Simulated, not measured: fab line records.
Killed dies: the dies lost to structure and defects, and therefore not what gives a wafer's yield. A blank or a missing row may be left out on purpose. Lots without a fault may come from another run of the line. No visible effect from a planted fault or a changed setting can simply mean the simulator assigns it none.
fab line records	flow sky130
record: lots: 14	wafers: 42	last_day: 50
route steps=708 shown METAL4@598 PAD_OPEN@708
lots untouched by any fault: they come from a run of this same line in which no faults occurred
start_h: start of the lot's first displayed wafer, in hours after the record's first day	wait_h: how many hours have passed since the lot's step before this one	" identical to the entry in the row above	L1.1+2: a row that stands for several wafers	- either no value or no given start	* or withheld: withheld	< > ~ a bound
route shown NAME@n: NAME is a module with steps in the file, n the number in the route of the first one	usual: mean/standard deviation taken from wafers without a fault	same: alike in all rows	chamber/n: place in a boat	sites: the reading at each site	_std_site: standard deviation of those values	_edge_site: outer sites' mean less inner sites'	radius_mm: for every site, how far away it sits from the centre of the wafer	mask NAME#n: copy n	behind: the last tool/chamber to shape the wafer	hold: what put the lot on hold/how long, in hours/how the hold closed	device: which transistor (n, p or np) failed to switch	end of line: the same wafers' tests at the end of the route	a step without rows: its recipe alone	killed: dies that structure and defects cost at the first sort, which is not the same as the wafer's yield	map: a wafer's dies, x killed, . not, _ none there
set.NAME: the setting as run; set.NAME@STEP: as run at that earlier step	model.NAME: the simulator's own value behind a step, which no gauge read
the route's steps for a sample of lots (tables are steps, rows are wafers)
services: when a tool's chamber went out of use (start_h, in hours from the record's first day, below 0 if earlier), for how many hours, and the reason
== steps ==
step: SKY_METAL4_SPUTTER_00
recipe: material: Ti	target_thk_nm: 15	power_w: 3000	time_s: 10	chamber_pressure_pa: 0.4
usual: chamber_pressure_pa: 0.4000/0.00073	throttle_valve_pct: 29.8/1.2
lot.wafer	tool	chamber	start_h	wait_h	chamber_pressure_pa	throttle_valve_pct
L789.2	pvd_sputter-02	-	951.59	0.2	0.3992	31.6
L789.3	"	-	"	"	0.3986	31.1
L789.6	"	-	"	"	0.4004	28.9
L790.2	pvd_sputter-04	-	962.78	0.1	0.4001	28.7
L790.3	"	-	"	"	0.3999	30.7
L790.5	"	-	"	"	0.3996	28.3
L792.1	pvd_sputter-01	-	964.94	0.1	0.3990	31.4
L792.5	"	-	"	"	0.4006	29.7
L792.6	"	-	"	"	0.4006	28.6
L793.2	pvd_sputter-01	-	973.18	0.2	0.4006	28.6
L793.3	"	-	"	"	0.4006	31.3
L793.4	"	-	"	"	0.3999	27.7
L794.1	pvd_sputter-02	-	979.63	0.2	0.4003	30.1
L794.2	"	-	"	"	0.3995	31.6
L794.3	"	-	"	"	0.4006	30.9
L795.2	pvd_sputter-02	-	985.88	0.2	0.4005	30.8
L795.4	"	-	"	"	0.3998	31.4
L795.6	"	-	"	"	0.3999	29.9
L797.1	pvd_sputter-01	-	1001.36	0.2	0.4005	28.7
L797.4	"	-	"	"	0.3999	27.6
L797.5	"	-	"	"	0.4009	31.4
L798.3	pvd_sputter-02	-	1010.12	0.1	0.4010	31.5
L798.4	"	-	"	"	0.3991	30.4
L798.5	"	-	"	"	0.4004	28.7
L800.1	pvd_sputter-01	-	1017.06	0.1	0.4005	29.7
L800.4	"	-	"	"	0.3997	27.5
L800.6	"	-	"	"	0.3994	28.1
L802.1	pvd_sputter-04	-	1031.39	0.1	0.4002	28.4
L802.3	"	-	"	"	0.4000	30.2
L802.4	"	-	"	"	0.3986	30.6
L805.2	pvd_sputter-04	-	1047.08	0.2	0.4003	30.3
L805.4	"	-	"	"	0.4011	30.2
L805.6	"	-	"	"	0.4017	30.8
L806.1	pvd_sputter-04	-	1058.48	0.2	0.4001	30.8
L806.3	"	-	"	"	0.4006	28.2
L806.6	"	-	"	"	0.4016	30.3
L808.1	pvd_sputter-04	-	1066.53	0.1	0.4004	28.3
L808.2	"	-	"	"	0.3997	30.1
L808.4	"	-	"	"	0.4009	30.2
L811.2	pvd_sputter-01	-	1085.38	0.2	0.4002	28.6
L811.3	"	-	"	"	0.4012	30.0
L811.4	"	-	"	"	0.3996	31.4
step: SKY_PAD_OPEN_PROBE_99
usual: defect_limited_yield: 82.4/2	killed_at_M0_to_M3: 43/6.7	killed_at_M4_up: 3.2/2.1	killed_at_contacts: 25/5.9	killed_at_front_end: 16/4.7	killed_at_other: 0.3/0.54	killed_dies: 87/9.8	killed_on_rim: 17/3.7	killed_open: 47/6.7	killed_short: 40/6.5	sort_bin_3_pad_short: 0.9/0.45	sort_bin_5_function: 10.5/1.5	sort_bin_6_memory: 6.2/1.2	sort_n_pass: 405/9.8	sort_yield_pct: 82.4/2
same: gross_dies: 492	killed_at_back_side: 0	sort_bin_4_leakage[%]: 0	sort_bin_8_speed[%]: 0
lot.wafer	tool	chamber	start_h	wait_h	defect_limited_yield[%]	killed_at_M0_to_M3	killed_at_M4_up	killed_at_contacts	killed_at_front_end	killed_at_other	killed_dies	killed_on_rim	killed_open	killed_short	sort_bin_3_pad_short[%]	sort_bin_5_function[%]	sort_bin_6_memory[%]	sort_n_pass	sort_yield_pct[%]
L790.2	prober-01	-	1106.30	0.1	83.3	33	3	22	22	2	82	19	39	43	0.4	11.4	4.9	410	83.3
L790.3	prober-01	-	1106.35	0.2	84.8	32	4	16	23	0	75	11	37	38	1.6	8.9	4.7	417	84.8
L790.5	prober-01	-	1106.45	0.2	82.1	42	5	30	11	0	88	21	46	42	1.0	10.2	6.7	404	82.1
L793.2	prober-01	-	1114.56	0.1	83.5	44	5	22	10	0	81	14	46	35	0.4	10.6	5.5	411	83.5
L793.3	prober-01	-	1114.61	0.2	81.5	50	9	25	7	0	91	19	42	49	1.6	10.8	6.1	401	81.5
L793.4	prober-01	-	1114.66	0.2	85.8	37	2	18	12	1	70	16	38	32	1.0	8.1	5.1	422	85.8
L794.1	prober-02	-	1119.24	0.1	83.3	42	7	27	6	0	82	19	45	36	0.8	9.8	6.1	410	83.3
L794.2	prober-02	-	1119.29	0.1	82.1	46	4	21	17	0	88	14	42	44	0.6	11.4	5.9	404	82.1
L794.3	prober-02	-	1119.34	0.2	79.9	63	0	22	14	0	99	26	60	38	1.0	11.6	7.5	393	79.9
L795.4	prober-01	-	1126.86	0.2	84.3	36	4	16	21	0	77	14	36	39	1.2	8.7	5.7	415	84.3
L797.1	prober-01	-	1137.29	0.1	83.5	50	2	13	16	0	81	15	35	46	1.6	9.3	5.5	411	83.5
L797.4	prober-01	-	1137.44	0.2	81.3	49	3	24	16	0	92	14	51	41	0.2	10.0	8.5	400	81.3
L797.5	prober-01	-	1137.49	0.2	82.7	43	0	26	16	0	85	12	51	34	1.2	11.2	4.9	407	82.7
L798.3	prober-02	-	1145.23	0.2	80.9	48	5	29	11	1	94	20	54	39	1.0	9.3	8.7	398	80.9
L798.4	prober-02	-	1145.28	0.2	82.5	39	5	24	18	0	86	14	49	35	1.0	11.8	4.7	406	82.5
L798.5	prober-02	-	1145.33	0.2	80.3	47	8	29	13	0	97	20	43	53	1.6	10.2	7.9	395	80.3
L800.1	prober-02	-	1150.69	0.1	83.3	39	3	26	14	0	82	11	48	34	0.6	11.4	4.7	410	83.3
L800.4	prober-02	-	1150.85	0.2	82.5	37	3	20	25	1	86	17	43	43	2.0	10.0	5.5	406	82.5
L800.6	prober-02	-	1150.94	0.2	81.7	42	3	29	15	1	90	13	45	45	0.8	11.2	6.3	402	81.7
L802.1	prober-02	-	1161.40	0.1	84.3	48	1	22	6	0	77	16	48	29	0.8	8.3	6.5	415	84.3
L802.3	prober-02	-	1161.50	0.2	81.5	60	5	14	12	0	91	12	44	47	0.4	11.4	6.7	401	81.5
L802.4	prober-02	-	1161.55	0.2	78.9	43	6	34	21	0	104	21	60	44	0.2	13.2	7.7	388	78.9
L806.1	prober-02	-	1181.98	0.1	81.1	51	3	20	19	0	93	19	46	46	0.6	10.4	7.9	399	81.1
L806.3	prober-02	-	1182.08	0.2	76.4	41	36	20	19	0	116	28	42	40	2.8	14.0	6.7	376	76.4
L806.6	prober-02	-	1182.23	0.2	81.5	48	2	22	19	0	91	18	43	46	1.0	10.2	7.3	401	81.5
L808.1	prober-02	-	1188.85	0.1	77.4	39	36	22	14	0	111	29	40	39	3.3	13.6	5.7	381	77.4
L808.2	prober-02	-	1188.90	0.1	81.7	45	3	32	10	0	90	20	44	46	1.8	10.8	5.7	402	81.7
L808.4	prober-02	-	1189.00	0.2	82.5	45	2	31	8	0	86	18	46	40	0.8	10.8	5.9	406	82.5
killed by level:class
L790.2 FIELD_ISO:geometric_particle:open=9 LI_CONTACT:geometric_particle:open=7 FIELD_ISO:geometric_particle:short=6 CONTACT:geometric_particle:open=6 METAL1:geometric_particle:short=5 VIA1:geometric_particle:open=5 VIA1:geometric_particle:short=5 METAL2:geometric_particle:short=5
L790.3 FIELD_ISO:geometric_particle:open=9 FIELD_ISO:geometric_particle:short=9 VIA1:geometric_particle:open=8 VIA1:geometric_particle:short=7 LI_CONTACT:geometric_particle:open=7 CONTACT:geometric_particle:open=5 POLY_GATE:geometric_particle:short=4 METAL1:geometric_particle:short=4
L790.5 CONTACT:geometric_particle:open=10 LI_CONTACT:geometric_particle:open=9 VIA1:geometric_particle:open=9 VIA2:geometric_particle:short=7 LOCAL_INTERCONNECT:geometric_particle:short=5 VIA1:geometric_particle:short=5 VIA2:geometric_particle:open=4 METAL2:geometric_particle:short=4
L793.2 LI_CONTACT:geometric_particle:open=10 VIA1:geometric_particle:short=10 VIA2:geometric_particle:open=9 CONTACT:geometric_particle:open=7 VIA3:geometric_particle:open=6 VIA1:geometric_particle:open=5 METAL4:geometric_particle:short=5 CONTACT:geometric_particle:short=4
L793.3 VIA1:geometric_particle:open=17 METAL1:geometric_particle:short=9 LI_CONTACT:geometric_particle:open=8 CONTACT:geometric_particle:short=7 METAL4:geometric_particle:short=6 VIA1:geometric_particle:short=5 LI_CONTACT:geometric_particle:short=4 VIA2:geometric_particle:open=4
L793.4 LI_CONTACT:geometric_particle:open=7 VIA3:geometric_particle:open=7 VIA2:geometric_particle:open=7 VIA1:geometric_particle:short=6 METAL1:geometric_particle:short=5 CONTACT:geometric_particle:open=5 VIA1:geometric_particle:open=4 FIELD_ISO:geometric_particle:open=3
L794.1 LI_CONTACT:geometric_particle:open=13 VIA1:geometric_particle:open=13 VIA3:geometric_particle:open=6 METAL4:geometric_particle:short=6 METAL2:geometric_particle:short=5 CONTACT:geometric_particle:short=5 LI_CONTACT:geometric_particle:short=5 METAL1:geometric_particle:short=5
L794.2 VIA1:geometric_particle:open=10 LI_CONTACT:geometric_particle:open=7 CONTACT:geometric_particle:open=7 METAL1:geometric_particle:short=6 METAL2:geometric_particle:short=6 VIA3:geometric_particle:open=5 VIA1:geometric_particle:short=5 POLY_GATE:geometric_particle:short=4
L794.3 VIA1:geometric_particle:open=15 METAL1:geometric_particle:short=11 VIA2:geometric_particle:open=10 CONTACT:geometric_particle:open=9 VIA3:geometric_particle:open=8 LI_CONTACT:geometric_particle:open=7 METAL2:geometric_particle:short=7 VIA1:geometric_particle:short=5
L795.4 METAL1:geometric_particle:short=9 VIA1:geometric_particle:open=6 VIA2:geometric_particle:open=6 POLY_GATE:geometric_particle:short=5 LOCAL_INTERCONNECT:geometric_particle:short=5 METAL3:geometric_particle:short=5 VIA3:geometric_particle:open=5 FIELD_ISO:geometric_particle:open=4
L797.1 VIA1:geometric_particle:short=9 VIA1:geometric_particle:open=9 VIA2:geometric_particle:short=6 METAL1:geometric_particle:short=5 METAL2:geometric_particle:short=5 POLY_GATE:geometric_particle:open=4 POLY_GATE:geometric_particle:short=4 CONTACT:geometric_particle:open=4
L797.4 VIA1:geometric_particle:open=17 CONTACT:geometric_particle:open=9 CONTACT:geometric_particle:short=8 VIA2:geometric_particle:open=7 FIELD_ISO:geometric_particle:open=5 FIELD_ISO:geometric_particle:short=4 POLY_GATE:geometric_particle:short=4 VIA1:geometric_particle:short=4
L797.5 VIA1:geometric_particle:open=15 CONTACT:geometric_particle:open=11 LI_CONTACT:geometric_particle:open=8 VIA2:geometric_particle:open=6 METAL1:geometric_particle:short=5 METAL3:geometric_particle:short=4 FIELD_ISO:geometric_particle:short=4 FIELD_ISO:geometric_particle:open=4
L798.3 LI_CONTACT:geometric_particle:open=10 CONTACT:geometric_particle:open=10 VIA1:geometric_particle:open=9 VIA2:geometric_particle:open=8 CONTACT:geometric_particle:short=7 VIA1:geometric_particle:short=6 FIELD_ISO:geometric_particle:open=5 VIA3:geometric_particle:open=5
L798.4 VIA1:geometric_particle:open=12 CONTACT:geometric_particle:open=10 FIELD_ISO:geometric_particle:open=6 POLY_GATE:geometric_particle:open=5 LI_CONTACT:geometric_particle:open=5 METAL3:geometric_particle:short=5 VIA3:geometric_particle:open=5 CONTACT:geometric_particle:short=4
L798.5 VIA1:geometric_particle:open=12 LI_CONTACT:geometric_particle:open=11 METAL1:geometric_particle:short=8 LOCAL_INTERCONNECT:geometric_particle:short=6 CONTACT:geometric_particle:short=6 CONTACT:geometric_particle:open=6 VIA1:geometric_particle:short=5 METAL2:geometric_particle:short=5
L800.1 VIA3:geometric_particle:open=9 CONTACT:geometric_particle:open=9 VIA1:geometric_particle:open=8 FIELD_ISO:geometric_particle:open=6 VIA2:geometric_particle:open=6 LI_CONTACT:geometric_particle:open=5 CONTACT:geometric_particle:short=4 LI_CONTACT:geometric_particle:short=4
L800.4 FIELD_ISO:geometric_particle:short=7 CONTACT:geometric_particle:open=7 METAL1:geometric_particle:short=7 FIELD_ISO:geometric_particle:open=6 CONTACT:geometric_particle:short=6 POLY_GATE:geometric_particle:short=5 METAL1:geometric_particle:open=5 VIA1:geometric_particle:open=5
L800.6 CONTACT:geometric_particle:open=10 VIA1:geometric_particle:open=8 CONTACT:geometric_particle:short=8 FIELD_ISO:geometric_particle:open=7 VIA2:geometric_particle:open=7 LI_CONTACT:geometric_particle:open=6 METAL1:geometric_particle:short=6 VIA1:geometric_particle:short=5
L802.1 VIA1:geometric_particle:open=18 CONTACT:geometric_particle:open=11 VIA1:geometric_particle:short=9 VIA2:geometric_particle:open=6 METAL1:geometric_particle:short=5 LI_CONTACT:geometric_particle:open=4 LI_CONTACT:geometric_particle:short=3 CONTACT:geometric_particle:short=3
L802.3 VIA3:geometric_particle:open=9 VIA1:geometric_particle:short=8 LI_CONTACT:geometric_particle:open=7 METAL1:geometric_particle:short=7 VIA1:geometric_particle:open=7 FIELD_ISO:geometric_particle:short=6 VIA2:geometric_particle:open=6 VIA2:geometric_particle:short=6
L802.4 CONTACT:geometric_particle:open=13 LI_CONTACT:geometric_particle:open=10 FIELD_ISO:geometric_particle:open=8 VIA2:geometric_particle:open=8 VIA1:geometric_particle:open=7 LOCAL_INTERCONNECT:geometric_particle:short=6 METAL1:geometric_particle:short=6 FIELD_ISO:geometric_particle:short=5
L806.1 VIA1:geometric_particle:open=11 METAL1:geometric_particle:short=8 VIA3:geometric_particle:open=7 CONTACT:geometric_particle:open=7 METAL2:geometric_particle:short=7 METAL3:geometric_particle:short=6 FIELD_ISO:geometric_particle:short=5 POLY_GATE:geometric_particle:open=5
L806.3 METAL4:unspecified=34 VIA1:geometric_particle:open=12 VIA2:geometric_particle:open=7 FIELD_ISO:geometric_particle:short=6 CONTACT:geometric_particle:open=6 POLY_GATE:geometric_particle:short=5 LOCAL_INTERCONNECT:geometric_particle:short=5 VIA3:geometric_particle:open=5
L806.6 LI_CONTACT:geometric_particle:open=10 VIA3:geometric_particle:open=9 VIA1:geometric_particle:open=8 METAL1:geometric_particle:short=8 METAL3:geometric_particle:short=7 POLY_GATE:geometric_particle:short=6 METAL2:geometric_particle:short=5 FIELD_ISO:geometric_particle:short=4
L808.1 METAL4:unspecified=32 VIA1:geometric_particle:open=11 LI_CONTACT:geometric_particle:open=6 VIA1:geometric_particle:short=6 VIA2:geometric_particle:open=6 CONTACT:geometric_particle:short=6 CONTACT:geometric_particle:open=6 FIELD_ISO:geometric_particle:open=5
L808.2 CONTACT:geometric_particle:open=10 LI_CONTACT:geometric_particle:open=9 VIA1:geometric_particle:open=9 METAL1:geometric_particle:short=7 CONTACT:geometric_particle:short=7 VIA3:geometric_particle:open=6 METAL2:geometric_particle:short=5 VIA2:geometric_particle:open=5
L808.4 VIA1:geometric_particle:open=12 CONTACT:geometric_particle:open=8 LI_CONTACT:geometric_particle:short=6 VIA2:geometric_particle:open=6 VIA3:geometric_particle:open=6 LI_CONTACT:geometric_particle:open=5 LOCAL_INTERCONNECT:geometric_particle:short=5 CONTACT:geometric_particle:short=5
== services ==
tool	chamber	start_h	hours	kind
pvd_sputter-04	-	950.52	1.9	repair
pvd_sputter-04	-	993.66	4.9	repair
pvd_sputter-01	-	1058.37	2.1	repair
== key ==
first_sign: step: SKY_PAD_OPEN_PROBE_99	reading: killed_at_M4_up	direction: up	sigmas: 16	usual: 3.2	struck: 36
effect: step: SKY_PAD_OPEN_PROBE_99	reading: sort_bin_3_pad_short	direction: up	sigmas: 4.8	usual: 0.9	struck: 3.0
met_at SKY_METAL4_SPUTTER_00
struck_lots L806,L808
struck_wafers L806.3,L808.1
onset_between 1031.39 1058.48
fault: kind: chamber_particle_source	tool: pvd_sputter-04	chamber: -	onset_h: 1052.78	steps: SKY_METAL4_SPUTTER_00	rate_per_visit_cm2: 2.189	end_h: 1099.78	scope: struck_wafers_only
